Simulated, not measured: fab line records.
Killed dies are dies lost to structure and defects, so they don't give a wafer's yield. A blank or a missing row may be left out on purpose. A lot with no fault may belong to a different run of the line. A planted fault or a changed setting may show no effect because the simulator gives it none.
Comparing a struck lot with a sound one / flow gf180mcu / 15 steps out of a route of 602
Sound: wafers L983.1, L983.2, L983.5. Wafers struck: L102.2, L102.4, L102.6. Last of all comes the cause.
For every step that has rows: the tool of each side, followed by ch and its chambers, followed by its first start. Under that, the readings that differ: sound wafers / struck wafers / difference of the means / sigmas: that difference in standard deviations of wafers without a fault.
alike: words and numbers the same on both sides, and readings whose means are apart by under 2 such deviations; not compared: readings that were withheld, readings missing a value for some wafer, numbers with overlapping values and no deviation given by the record, and bounds like >300 which may hide the same value.
A row with sigmas, a row that says differs or no value, or rows on one side alone: a step with any of these is where the two part. Non-overlapping numbers with no deviation appear without sigmas and do not part them. A reading missing from all wafers of one side parts the sides only when that side holds two or more wafers.

first, 1 step without rows for these wafers: GF_NSD_IMPLANT_10.
GF_NSD_STRIP_11: strips in O2/N2.
  sound on plasmaAsher-04 ch 0,1, day 13 22:32; struck on plasmaAsher-04 ch 0,1, day 20 10:47
  alike: chamberPressureMTorr, drypumpMotorCurrentA, heaterPowerW, oesProductAu, stripTimeToEndpointS
  not compared: rfHoursCounterH
GF_NSD_TW_MEAS_12:
  sound on filmMetro-04 at day 13 22:38; struck on filmMetro-03 at day 20 10:53
  alike: NSD_TW
then, 7 steps without rows for these wafers: GF_PSD_DEHYDRATE_00 (time 60 s); GF_PSD_HMDS_01 (prime time 60 s); GF_PSD_COAT_02 (resist thk 1000 nm); GF_PSD_SOFTBAKE_03 (time 60 s); GF_PSD_EXPOSE_04 (exposes mask Pplus, target cd 400 nm); GF_PSD_PEB_05; GF_PSD_DEVELOP_06 (develop time 60 s).
GF_PSD_CD_MEAS_07: target cd 400 nm.
  sound on cdSem-02 at day 14 18:03; struck on cdSem-02 at day 21 11:24
reading=cdNm (nm); sound=404.1 404.9 402.0; struck=396.2 399.3 399.8; difference=-5.2; sigmas=-2
GF_PSD_OVL_MEAS_08:
  sound on overlay-02 at day 14 18:10; struck on overlay-01 at day 21 11:30
  alike: PSD_OVL
GF_PSD_IMPLANT_09:
  sound on implanter-03 ch 0, day 14 18:13; struck on implanter-01 ch 0, day 21 11:34
reading=doseIonsCm2; sound=1.5011e+15 1.502e+15 1.4999e+15; struck=1.5432e+15 1.5449e+15 1.5434e+15; difference=+4.2833e+13; sigmas=+29
GF_PSD_STRIP_10: strips in O2/N2.
  sound on plasmaAsher-01 ch 0,1, day 14 18:22; struck on plasmaAsher-01 ch 0,1, day 21 11:41
reading=oesProductAu (a.u.); sound=0.600 0.595 0.597; struck=0.586 0.590 0.583; difference=-0.011; sigmas=-2
  alike: chamberPressureMTorr, drypumpMotorCurrentA, heaterPowerW, stripTimeToEndpointS
  not compared: rfHoursCounterH
next, for these wafers, 1 step has no rows: GF_PASSIVATION_PROBE_99.

== WHERE THEY PART ==
Last at GF_PSD_STRIP_10 as far as this record goes, first at GF_PSD_CD_MEAS_07.

WHY: whatever the simulator had introduced
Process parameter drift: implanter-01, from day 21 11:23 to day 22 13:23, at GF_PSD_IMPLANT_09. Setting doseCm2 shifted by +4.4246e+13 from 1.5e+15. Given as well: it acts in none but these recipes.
